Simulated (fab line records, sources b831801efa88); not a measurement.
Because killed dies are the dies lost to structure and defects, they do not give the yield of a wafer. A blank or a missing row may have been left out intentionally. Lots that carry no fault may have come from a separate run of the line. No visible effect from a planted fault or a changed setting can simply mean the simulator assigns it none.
Problem report, 8D (eight disciplines) form, completed by code	flow gf180mcu	the parts of the form that need people (team, actions taken, sign-off) are left out

## 1. THE ISSUE
oes_product_au at GF_MIM_METAL_ETCH_19 reads a mean of 0.971 a.u. on 2 wafers of 1 lot; wafers without a fault read 0.940 a.u. with a standard deviation of 0.0064. That is +4.8 standard deviations from the usual mean.
The step: etches the open film in Cl2/BCl3, stops on Si3N4, target depth 324.5 nm, time 54.1 s.
Seen first at day 30 16:57 on rie_metal-04, wafer L120.2. The record holds 33 wafers of 11 lots with a number at this step. Rule for "out" (also "out of limits"): further than 4 standard deviations from the usual mean. The rest of the wafers with a number are treated as sound.

## 2. WHAT IT IS, AND WHAT IT ISN'T
question	is	is not
which readings at this step	oes_product_au	drypump_motor_current_A, he_backside_leak_sccm
which lots	L120	L106, L107, L108, L109, L110, L111, L112, L125, L127, L128
which wafers of those lots	L120.2, L120.6	L120.5
read on which tools	rie_metal-04	rie_metal-02, rie_metal-03
when	from day 30 16:57	up to then (22 sound wafers); but 9 sound wafers of L125, L127, L128 came after

## 3. THE SUSPECTS, EACH WITH WHAT RULES IT OUT
Counting: any tool at a process step up to the reading remains a suspect provided it ran every lot that is out. Sound lots after the first of them don't rule it out here, since some wafers of a struck lot are sound.
- pvd_sputter-04 at GF_MIM_SPUTTER_00 (material Ti, target thk 37.5 nm, time 150 s): kept. It processed L120, the lot that is out, at day 29 22:31, and its most recent sound lot before then was L110 at day 26 22:38.
- pvd_sputter-02 at GF_MIM_SPUTTER_09 (material TiN, target thk 35 nm, time 29.2 s): kept. It processed L120, the lot that is out, at day 29 22:54, and its most recent sound lot before then was L111 at day 27 06:38.
- rie_metal-04 at GF_MIM_METAL_ETCH_19 (etches the open film in Cl2/BCl3, stops on Si3N4, target depth 324.5 nm, time 54.1 s): kept. It processed L120, the lot that is out, at day 30 16:57, and its most recent sound lot before then was L106 at day 26 04:52. Out on those wafers are its own readings of oes_product_au.
- Within rie_metal-04 at GF_MIM_METAL_ETCH_19: the wafers that are out ran in chamber 0; their sound lot-mates ran in chamber 1.
After the count, these remain: pvd_sputter-04 at GF_MIM_SPUTTER_00, pvd_sputter-02 at GF_MIM_SPUTTER_09 and rie_metal-04 at GF_MIM_METAL_ETCH_19.

## 4. THE CAUSE (what the simulator had put in)
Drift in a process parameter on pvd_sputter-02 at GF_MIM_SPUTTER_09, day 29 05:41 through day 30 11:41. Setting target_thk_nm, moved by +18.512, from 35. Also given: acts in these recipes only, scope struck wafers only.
This tool is one of the 3 suspects left after counting.

## 5. THE EFFECT CHAIN, in route order
Each row: a reading where the mean over the struck wafers with a number is more than 3 standard deviations away from the usual. Only readings for which the record gives a usual standard deviation are gone through. hours: the time from each lot's start at the first step in this table that gives one to its start at this step, as a median over the lots. sigmas: the change in usual standard deviations.
hours	step	reading	usual	on struck wafers	change	sigmas
0	GF_MIM_THK_MEAS_11	MIM_ALCU_THK	195.5 nm	187.8	-7.7	-3.1
18	GF_MIM_METAL_ETCH_19	oes_product_au	0.940 a.u.	0.971	+0.031	+4.8
Its process steps:
- GF_MIM_METAL_ETCH_19: etches the open film in Cl2/BCl3, stops on Si3N4, target depth 324.5 nm, time 54.1 s.

## 6. HOW IT WOULD HAVE BEEN CAUGHT EARLIER
In this record no reading fell out of limits until day 30 16:57, 35 hours after the fault had begun at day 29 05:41.
An alarm limit of 4 standard deviations would not have fired on the tool readings at GF_MIM_SPUTTER_09 for which the record gives a usual standard deviation, since none of them was out on any struck wafer.
By day 30 16:57 the whole set of lots that are out, 1 in number, had already begun GF_MIM_SPUTTER_09 on pvd_sputter-02. Had the tool been put on hold then, not one of them would have been saved.
